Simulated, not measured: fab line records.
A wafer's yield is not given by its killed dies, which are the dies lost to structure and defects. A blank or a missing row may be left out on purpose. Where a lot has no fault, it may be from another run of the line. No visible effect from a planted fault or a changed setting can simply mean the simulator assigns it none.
fab line records -- flow gf180mcu
[record] lots = 11, wafers = 33, last_day = 34
route steps=602 shown VT_IMPLANT@99 HV_LDD@186
lots that met no fault: from a run of the same line without faults
start_h: start of the lot's first displayed wafer, in hours after the record's first day -- wait_h: hours from the lot's prior step to this one -- " identical to the entry in the row above -- L1.1+2: several wafers, shown together as one row -- - no value, or no start given -- * or withheld: withheld -- < > ~ a bound
route shown NAME@n: NAME is a module with steps in the file, n the number in the route of the first one -- usual: the fault-free wafers' mean and standard deviation -- same: alike in all rows -- chamber/n: place in a boat -- sites: each site's reading -- _std_site: their standard deviation -- _edge_site: outer sites' mean less inner sites' -- radius_mm: how far each site lies from the wafer's centre -- mask NAME#n: copy n -- behind: the tool/chamber that last shaped the wafer -- hold: the reason the lot was held/the length of the hold in hours/how it ended -- device: transistor that didn't switch, given as n, p or np -- end of line: tests run on the same wafers once the route is complete -- a step without rows: its recipe alone -- killed: not the wafer's yield, but the dies lost to structure and defects at the first sort -- map: the dies of a wafer, with x for killed, . for not killed, _ for no die there
set.NAME: the setting that was run; set.NAME@STEP: the one run at that earlier step -- model.NAME: the simulator's own value behind a step, which no gauge read
a sample of lots followed through the steps of the route, with each step as a table and each wafer as a row
services: a tool's chamber out of use, with start hour (start_h, from the record's first day; less than 0 if before it), hours out, and reason
[[steps]]
[step GF_VT_IMPLANT_STRIP_09]
[recipe] chemistry = O2/N2, power_w = 1400, pressure_mtorr = 1500, platen_temp_c = 250, o2_flow_sccm = 3000, n2_flow_sccm = 300, overash_fraction = 0.5
[usual] chamber_pressure_mTorr = 1500.1/1.4, drypump_motor_current_A = 5.73/0.17, heater_power_w = 345/31, oes_product_au = 0.716/0.0051, strip_time_to_endpoint_s = 12.63/0.033
lot.wafer,tool,chamber,start_h,wait_h,chamber_pressure_mTorr,drypump_motor_current_A,heater_power_w,oes_product_au,rf_hours_counter_h,strip_time_to_endpoint_s
L966.2,plasma_asher-03,0,119.21,0.1,1500.2,5.67,390,0.711,45,12.62
L966.3,plasma_asher-03,1,119.21,0.1,1501.2,5.64,366,0.712,-,12.62
L966.4,plasma_asher-03,0,119.21,0.1,1499.3,5.69,387,0.716,-,12.65
L967.4,plasma_asher-02,1,124.25,0.1,1500.3,5.80,329,0.712,-,12.62
L967.5,plasma_asher-02,0,124.25,0.1,1501.6,5.68,312,0.715,-,12.63
L967.6,plasma_asher-02,1,124.25,0.1,1499.4,5.86,328,0.727,-,12.61
L971.3,plasma_asher-02,0,154.14,0.1,1500.6,5.68,311,0.713,-,12.67
L971.5,plasma_asher-02,1,154.14,0.1,1503.0,5.86,331,0.718,-,12.66
L971.6,plasma_asher-02,0,154.14,0.1,1503.1,5.68,314,0.718,-,12.62
L973.1,plasma_asher-03,0,164.46,0.1,1499.8,5.67,384,0.714,49,12.57
L973.3,plasma_asher-03,1,164.46,0.1,1500.2,5.64,351,0.715,-,12.57
L973.5,plasma_asher-03,0,164.46,0.1,1502.3,5.65,380,0.708,-,12.57
L975.4,plasma_asher-03,0,177.58,0.1,1497.6,5.68,380,0.718,-,12.66
L975.5,plasma_asher-03,1,177.58,0.1,1499.8,5.62,365,0.717,-,12.66
L975.6,plasma_asher-03,0,177.58,0.1,1500.8,5.65,385,0.715,-,12.65
L977.2,plasma_asher-01,1,187.55,0.1,1499.1,6.29,359,0.723,55,12.65
L977.3,plasma_asher-01,0,187.55,0.1,1499.5,5.54,270,0.716,-,12.69
L977.6,plasma_asher-01,1,187.55,0.1,1501.0,6.28,363,0.717,-,12.67
L980.3,plasma_asher-02,1,205.64,0.1,1498.2,5.87,336,0.718,-,12.66
L980.4,plasma_asher-02,0,205.64,0.1,1499.5,5.66,317,0.710,-,12.66
L980.5,plasma_asher-02,0,205.64,0.1,1499.2,5.66,317,0.717,-,12.62
L983.1,plasma_asher-01,1,224.25,0.1,1496.2,6.27,353,0.716,59,12.62
L983.4,plasma_asher-01,1,224.25,0.1,1498.1,6.25,352,0.718,-,12.62
L983.5,plasma_asher-01,1,224.25,0.1,1500.3,6.27,354,0.723,-,12.65
L984.4,plasma_asher-01,0,231.09,0.1,1500.1,5.53,281,0.711,-,12.59
L984.5,plasma_asher-01,1,231.09,0.1,1501.1,6.27,356,0.712,-,12.64
L984.6,plasma_asher-01,0,231.09,0.1,1500.6,5.54,280,0.716,-,12.62
L987.4,plasma_asher-02,0,248.88,0.1,1500.2,5.68,316,0.718,-,12.62
L987.5,plasma_asher-02,1,248.88,0.1,1498.8,5.85,326,0.715,-,12.56
L987.6,plasma_asher-02,0,248.88,0.1,1499.8,5.69,313,0.708,-,12.59
L988.2,plasma_asher-02,1,253.22,0.1,1498.7,5.80,330,0.720,14,12.56
L988.3,plasma_asher-02,1,253.22,0.1,1501.3,5.85,333,0.723,-,12.62
L988.4,plasma_asher-02,0,253.22,0.1,1501.8,5.69,310,0.714,-,12.66
[step GF_VT_IMPLANT_IMPLANT_19]
[recipe] species = As, energy_kev = 100, dose_cm2 = 4.35e+12, tilt_deg = 7
[usual] beam_energy_keV = 100.00/0.032, dose_ions_cm2 = 4.35e+12/4.8e+09
lot.wafer,tool,chamber,start_h,wait_h,beam_energy_keV,dose_ions_cm2
L966.2,implanter-03,0,135.04,0.0,99.99,4.354e+12
L966.3,implanter-03,0,135.04,0.0,100.01,4.351e+12
L966.4,implanter-03,0,135.04,0.0,99.97,4.351e+12
L967.4,implanter-01,0,140.29,0.1,100.00,4.348e+12
L967.5,implanter-01,0,140.29,0.1,99.92,4.352e+12
L967.6,implanter-01,0,140.29,0.1,100.01,4.346e+12
L971.3,implanter-01,0,170.40,0.1,100.04,4.355e+12
L971.5,implanter-01,0,170.40,0.1,100.01,4.35e+12
L971.6,implanter-01,0,170.40,0.1,100.02,4.351e+12
L973.1,implanter-01,0,180.66,0.0,83.45,4.355e+12
L973.3,implanter-01,0,180.66,0.0,83.43,4.356e+12
L973.5,implanter-01,0,180.66,0.0,83.46,4.348e+12
L975.4,implanter-01,0,195.28,0.1,83.42,4.342e+12
L975.5,implanter-01,0,195.28,0.1,83.41,4.344e+12
L975.6,implanter-01,0,195.28,0.1,83.40,4.346e+12
L977.2,implanter-01,0,205.47,0.0,83.47,4.353e+12
L977.3,implanter-01,0,205.47,0.0,83.45,4.355e+12
L977.6,implanter-01,0,205.47,0.0,83.46,4.35e+12
L980.3,implanter-04,0,223.85,0.1,100.00,4.345e+12
L980.4,implanter-04,0,223.85,0.1,100.04,4.346e+12
L980.5,implanter-04,0,223.85,0.1,99.98,4.343e+12
L983.1,implanter-04,0,242.36,0.0,100.06,4.348e+12
L983.4,implanter-04,0,242.36,0.0,100.06,4.351e+12
L983.5,implanter-04,0,242.36,0.0,100.08,4.343e+12
L984.4,implanter-03,0,249.33,0.1,99.96,4.347e+12
L984.5,implanter-03,0,249.33,0.1,100.05,4.351e+12
L984.6,implanter-03,0,249.33,0.1,100.05,4.349e+12
L987.4,implanter-04,0,267.24,0.1,99.97,4.343e+12
L987.5,implanter-04,0,267.24,0.1,100.01,4.342e+12
L987.6,implanter-04,0,267.24,0.1,100.01,4.346e+12
L988.2,implanter-04,0,272.63,0.0,99.98,4.353e+12
L988.3,implanter-04,0,272.63,0.0,100.04,4.349e+12
L988.4,implanter-04,0,272.63,0.0,100.03,4.352e+12
[step GF_VT_IMPLANT_TW_MEAS_21]
[usual] VT_IMPLANT_2_TW = 1214/7.4
lot.wafer,tool,chamber,start_h,wait_h,hold,VT_IMPLANT_2_TW
L966.2,film_metro-01,-,135.28,0.1,-,1213
L966.3,film_metro-01,-,135.28,0.1,-,1219
L966.4,film_metro-01,-,135.28,0.1,-,1217
L967.4,film_metro-02,-,140.50,0.1,-,1221
L967.5,film_metro-02,-,140.50,0.1,-,1212
L967.6,film_metro-02,-,140.50,0.1,-,1224
L971.3,film_metro-04,-,170.62,0.1,-,1205
L971.5,film_metro-04,-,170.62,0.1,-,1199
L971.6,film_metro-04,-,170.62,0.1,-,1200
L973.1,film_metro-04,-,180.91,0.1,await_dispo/0.2h/release,1146
L973.3,film_metro-04,-,180.91,0.1,await_dispo/0.2h/release,1147
L973.5,film_metro-04,-,180.91,0.1,await_dispo/0.2h/release,1139
L973.1,film_metro-04,-,181.14,0.2,-,1146
L973.3,film_metro-04,-,181.14,0.2,-,1143
L973.5,film_metro-04,-,181.14,0.2,-,1144
L975.4,film_metro-01,-,195.49,0.1,await_dispo/0.2h/release,1149
L975.5,film_metro-01,-,195.49,0.1,await_dispo/0.2h/release,1147
L975.6,film_metro-01,-,195.49,0.1,await_dispo/0.2h/release,1154
L975.4,film_metro-01,-,195.72,0.2,-,1151
L975.5,film_metro-01,-,195.72,0.2,-,1151
L975.6,film_metro-01,-,195.72,0.2,-,1149
L977.2,film_metro-01,-,205.71,0.1,await_dispo/0.2h/release,1152
L977.3,film_metro-01,-,205.71,0.1,await_dispo/0.2h/release,1157
L977.6,film_metro-01,-,205.71,0.1,await_dispo/0.2h/release,1149
L977.2,film_metro-01,-,205.93,0.2,-,1148
L977.3,film_metro-01,-,205.93,0.2,-,1151
L977.6,film_metro-01,-,205.93,0.2,-,1156
L980.3,film_metro-01,-,224.07,0.1,-,1219
L980.4,film_metro-01,-,224.07,0.1,-,1211
L980.5,film_metro-01,-,224.07,0.1,-,1221
L983.1,film_metro-02,-,242.61,0.1,-,1222
L983.4,film_metro-02,-,242.61,0.1,-,1215
L983.5,film_metro-02,-,242.61,0.1,-,1214
L984.4,film_metro-02,-,249.54,0.1,-,1213
L984.5,film_metro-02,-,249.54,0.1,-,1218
L984.6,film_metro-02,-,249.54,0.1,-,1213
L987.4,film_metro-02,-,267.45,0.1,-,1227
L987.5,film_metro-02,-,267.45,0.1,-,1224
L987.6,film_metro-02,-,267.45,0.1,-,1223
L988.2,film_metro-04,-,272.87,0.1,-,1215
L988.3,film_metro-04,-,272.87,0.1,-,1216
L988.4,film_metro-04,-,272.87,0.1,-,1216
[step GF_HV_LDD_STRIP_10]
[recipe] chemistry = O2/N2, power_w = 1400, pressure_mtorr = 1500, platen_temp_c = 250, o2_flow_sccm = 3000, n2_flow_sccm = 300, overash_fraction = 0.5
[usual] chamber_pressure_mTorr = 1499.9/1.3, drypump_motor_current_A = 5.8/0.35, heater_power_w = 324/32, oes_product_au = 0.716/0.004, strip_time_to_endpoint_s = 12.63/0.044
lot.wafer,tool,chamber,start_h,wait_h,chamber_pressure_mTorr,drypump_motor_current_A,heater_power_w,oes_product_au,rf_hours_counter_h,strip_time_to_endpoint_s
L966.2,plasma_asher-01,1,227.07,0.1,1500.0,6.3,365,0.714,60,12.70
L966.3,plasma_asher-01,1,227.07,0.1,1501.1,6.3,363,0.718,-,12.67
L966.4,plasma_asher-01,0,227.07,0.1,1500.0,5.6,278,0.726,-,12.72
L967.4,plasma_asher-01,0,232.27,0.1,1499.4,5.5,278,0.718,-,12.69
L967.5,plasma_asher-01,0,232.27,0.1,1498.9,5.5,273,0.710,-,12.68
L967.6,plasma_asher-01,1,232.27,0.1,1500.0,6.3,354,0.710,-,12.67
L971.3,plasma_asher-04,1,271.32,0.1,1500.4,5.2,332,0.712,-,12.63
L971.5,plasma_asher-04,1,271.32,0.1,1499.9,5.2,327,0.708,-,12.66
L971.6,plasma_asher-04,0,271.32,0.1,1502.0,5.7,360,0.712,-,12.69
L973.1,plasma_asher-04,0,280.87,0.1,1501.5,5.7,358,0.708,48,12.64
L973.3,plasma_asher-04,0,280.87,0.1,1499.9,5.7,351,0.711,-,12.64
L973.5,plasma_asher-04,0,280.87,0.1,1498.6,5.7,351,0.712,-,12.64
L975.4,plasma_asher-02,0,297.45,0.1,1502.5,5.7,314,0.718,-,12.59
L975.5,plasma_asher-02,1,297.45,0.1,1499.8,5.8,332,0.714,-,12.60
L975.6,plasma_asher-02,0,297.45,0.1,1501.0,5.7,318,0.716,-,12.61
L977.2,plasma_asher-02,1,307.54,0.1,1501.2,5.9,334,0.717,20,12.62
L977.3,plasma_asher-02,1,307.54,0.1,1500.9,5.9,335,0.714,-,12.60
L977.6,plasma_asher-02,0,307.54,0.1,1498.8,5.7,310,0.712,-,12.65
L980.3,plasma_asher-01,0,329.66,0.1,1500.7,5.5,275,0.707,-,12.67
L980.4,plasma_asher-01,1,329.66,0.1,1499.2,6.3,348,0.711,-,12.64
L980.5,plasma_asher-01,1,329.66,0.1,1498.8,6.3,351,0.712,-,12.67
L983.1,plasma_asher-01,0,351.44,0.1,1500.3,5.5,281,0.719,73,12.69
L983.4,plasma_asher-01,0,351.44,0.1,1501.6,5.5,283,0.715,-,12.64
L983.5,plasma_asher-01,1,351.44,0.1,1497.4,6.3,349,0.716,-,12.67
L984.4,plasma_asher-01,1,363.12,0.1,1500.2,6.3,354,0.722,-,12.58
L984.5,plasma_asher-01,1,363.12,0.1,1499.5,6.3,352,0.716,-,12.52
L984.6,plasma_asher-01,0,363.12,0.1,1498.8,5.5,278,0.715,-,12.59
L987.4,plasma_asher-01,1,382.42,0.1,1499.8,6.3,361,0.714,-,12.68
L987.5,plasma_asher-01,1,382.42,0.1,1499.3,6.3,355,0.719,-,12.71
L987.6,plasma_asher-01,0,382.42,0.1,1499.1,5.5,273,0.713,-,12.72
L988.2,plasma_asher-01,0,389.32,0.1,1501.1,5.5,278,0.719,78,12.66
L988.3,plasma_asher-01,0,389.32,0.1,1496.8,5.5,269,0.713,-,12.64
L988.4,plasma_asher-01,1,389.32,0.1,1500.7,6.3,354,0.708,-,12.67
[step GF_HV_LDD_STRIP_49]
[recipe] chemistry = O2/N2, power_w = 1400, pressure_mtorr = 1500, platen_temp_c = 250, o2_flow_sccm = 3000, n2_flow_sccm = 300, overash_fraction = 0.5
[usual] chamber_pressure_mTorr = 1500.2/1.2, drypump_motor_current_A = 5.7/0.35, heater_power_w = 326/31, oes_product_au = 0.716/0.0047, strip_time_to_endpoint_s = 12.62/0.036
lot.wafer,tool,chamber,start_h,wait_h,chamber_pressure_mTorr,drypump_motor_current_A,heater_power_w,oes_product_au,rf_hours_counter_h,strip_time_to_endpoint_s
L966.2,plasma_asher-01,1,284.99,0.1,1498.9,6.3,360,0.708,66,12.57
L966.3,plasma_asher-01,0,284.99,0.1,1500.0,5.5,283,0.710,-,12.60
L966.4,plasma_asher-01,1,284.99,0.1,1501.0,6.3,360,0.715,-,12.60
L967.4,plasma_asher-02,1,290.10,0.1,1498.5,5.9,329,0.719,-,12.63
L967.5,plasma_asher-02,1,290.10,0.1,1500.0,5.8,330,0.713,-,12.66
L967.6,plasma_asher-02,0,290.10,0.1,1499.6,5.7,328,0.721,-,12.63
L971.3,plasma_asher-01,0,333.71,0.1,1500.6,5.5,266,0.715,-,12.63
L971.5,plasma_asher-01,0,333.71,0.1,1501.6,5.5,274,0.721,-,12.64
L971.6,plasma_asher-01,1,333.71,0.1,1499.7,6.3,356,0.716,-,12.63
L973.1,plasma_asher-04,1,343.71,0.1,1498.8,5.2,328,0.704,53,12.58
L973.3,plasma_asher-04,1,343.71,0.1,1499.2,5.2,332,0.715,-,12.60
L973.5,plasma_asher-04,1,343.71,0.1,1500.2,5.2,328,0.716,-,12.65
L975.4,plasma_asher-02,1,361.21,0.1,1498.6,5.9,336,0.718,-,12.64
L975.5,plasma_asher-02,1,361.21,0.1,1500.2,5.8,331,0.714,-,12.66
L975.6,plasma_asher-02,0,361.21,0.1,1501.9,5.7,320,0.717,-,12.64
L977.2,plasma_asher-01,0,372.37,0.1,1500.7,5.5,279,0.707,76,12.67
L977.3,plasma_asher-01,0,372.37,0.1,1500.5,5.6,270,0.715,-,12.62
L977.6,plasma_asher-01,0,372.37,0.1,1499.9,5.5,284,0.714,-,12.68
L980.3,plasma_asher-01,0,397.75,0.1,1499.0,5.5,272,0.716,-,12.53
L980.4,plasma_asher-01,1,397.75,0.1,1501.2,6.3,350,0.718,-,12.58
L980.5,plasma_asher-01,0,397.75,0.1,1501.8,5.6,271,0.717,-,12.53
L983.1,plasma_asher-01,1,421.74,0.1,1500.9,6.3,354,0.720,82,12.63
L983.4,plasma_asher-01,0,421.74,0.1,1500.8,5.5,277,0.708,-,12.59
L983.5,plasma_asher-01,1,421.74,0.1,1499.6,6.3,352,0.720,-,12.63
L984.4,plasma_asher-01,0,434.57,0.1,1498.7,5.5,279,0.714,-,12.62
L984.5,plasma_asher-01,0,434.57,0.1,1500.0,5.5,270,0.721,-,12.65
L984.6,plasma_asher-01,1,434.57,0.1,1500.7,6.2,344,0.706,-,12.62
L987.4,plasma_asher-04,1,455.01,0.1,1502.0,5.2,334,0.716,-,12.58
L987.5,plasma_asher-04,0,455.01,0.1,1499.4,5.7,358,0.721,-,12.56
L987.6,plasma_asher-04,1,455.01,0.1,1500.2,5.2,326,0.722,-,12.59
L988.2,plasma_asher-04,1,462.87,0.1,1497.6,5.2,323,0.711,65,12.64
L988.3,plasma_asher-04,1,462.87,0.1,1502.0,5.2,326,0.711,-,12.64
L988.4,plasma_asher-04,0,462.87,0.1,1499.3,5.7,370,0.721,-,12.63
[[services]]
tool,chamber,start_h,hours,kind
plasma_asher-02,-,108.75,9.0,pm
plasma_asher-04,-,123.74,0.7,repair
implanter-01,-,127.91,2.0,repair
implanter-04,-,135.24,7.9,repair
implanter-01,-,155.99,3.2,repair
implanter-01,-,172.26,2.5,repair
implanter-04,-,244.47,1.4,repair
implanter-01,-,255.34,2.1,repair
implanter-01,-,261.87,8.7,repair
plasma_asher-03,-,283.32,1.3,repair
plasma_asher-03,-,289.55,2.9,repair
implanter-04,-,294.57,2.8,pm
plasma_asher-04,-,301.93,12.0,repair
plasma_asher-02,-,310.85,2.8,pm
implanter-04,-,321.75,2.1,repair
plasma_asher-03,-,339.36,3.4,repair
plasma_asher-03,-,357.17,2.8,pm
plasma_asher-04,-,361.30,9.1,repair
plasma_asher-04,-,377.68,2.9,pm
plasma_asher-03,-,392.26,1.7,repair
plasma_asher-03,-,393.72,7.6,repair
plasma_asher-01,-,409.53,0.5,repair
plasma_asher-03,-,421.25,9.0,pm
implanter-01,-,448.43,1.4,repair
[[key]]
[first_sign] step = GF_VT_IMPLANT_IMPLANT_19, reading = beam_energy_keV, direction = down, sigmas = 99+, usual = 100.00, struck = 83.44
[effect] step = GF_VT_IMPLANT_TW_MEAS_21, reading = visit, direction = added
[effect] step = GF_VT_IMPLANT_TW_MEAS_21, reading = VT_IMPLANT_2_TW, direction = down, sigmas = 8.8, usual = 1214, struck = 1149
met_at GF_VT_IMPLANT_IMPLANT_19
struck_lots L973,L975,L977
tester_left_out L973,L975,L977
not_acting_at GF_VT_IMPLANT_STRIP_09,GF_HV_LDD_STRIP_10,GF_HV_LDD_STRIP_49
onset_between 170.40 180.66
[fault] kind = process_parameter_drift, tool = implanter-01, chamber = -, onset_h = 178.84, steps = GF_VT_IMPLANT_IMPLANT_19, channel = energy_kev, offset = -16.577, shape = step, end_h = 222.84, acts_in = these_recipes_only, stated = 100
// tester_left_out: of these lots the tester's yield and bins aren't shown, on N5 and GAA mostly nor the transistor test; their killed dies are dies lost to structure and defects alone, not to doping, threshold or leakage, so they don't give the yield
